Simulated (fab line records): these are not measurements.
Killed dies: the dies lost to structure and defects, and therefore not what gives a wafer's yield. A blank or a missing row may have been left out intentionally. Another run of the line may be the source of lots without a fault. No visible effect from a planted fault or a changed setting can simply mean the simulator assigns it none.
The tool behind it: which one? || flow gf180mcu || 18 wafers sampled from 6 lots at 1 step of a route of 602

## WHAT THE GAUGES READ, wafer by wafer
GF_DUAL_GATE_OVL_MEAS_11.
{"lot": "L781", "measured": "day 8 16:21", "on": "overlay-01", "DUAL_GATE_OVL (nm)": "0.9 2.4 2.6"}
{"lot": "L784", "measured": "day 9 15:13", "on": "overlay-02", "DUAL_GATE_OVL (nm)": "-0.9 -1.5 0.0"}
{"lot": "L786", "measured": "day 10 00:39", "on": "overlay-01", "DUAL_GATE_OVL (nm)": "0.3 0.8 -0.6"}
{"lot": "L790", "measured": "day 11 05:15", "on": "overlay-01", "DUAL_GATE_OVL (nm)": "0.1 -0.5 2.1"}
{"lot": "L795", "measured": "day 12 18:11", "on": "overlay-01", "DUAL_GATE_OVL (nm)": "-0.3 1.2 1.8"}
{"lot": "L800", "measured": "day 14 05:16", "on": "overlay-02", "DUAL_GATE_OVL (nm)": "-1.2 -0.3 1.2"}

## TOOL THAT RAN EACH LOT (tool first, then ch and the chambers of the sampled wafers, then the start)
There is no process step in the record ahead of these readings.

## THE ANSWER, worked out from the rows above alone
Rule: the usual values come from the lots themselves. Put in order of their means at a reading, lots are off if they are a third of the lots or fewer, leave a main group of 4 or more, and stand apart from it by a gap of 3 or more times the standard deviation of the main group's means; of several such gaps the widest counts. The tables above print the reading to a certain number of digits; a main group whose means all agree to those digits is not used. A lot without any number at a reading at which 4 lots or more have one is off too. All remaining lots with rows at the step are treated as sound.
No lot is off on any of the readings shown, so nothing can be concluded from this.

## WHAT HAD BEEN PUT IN BY THE SIMULATOR
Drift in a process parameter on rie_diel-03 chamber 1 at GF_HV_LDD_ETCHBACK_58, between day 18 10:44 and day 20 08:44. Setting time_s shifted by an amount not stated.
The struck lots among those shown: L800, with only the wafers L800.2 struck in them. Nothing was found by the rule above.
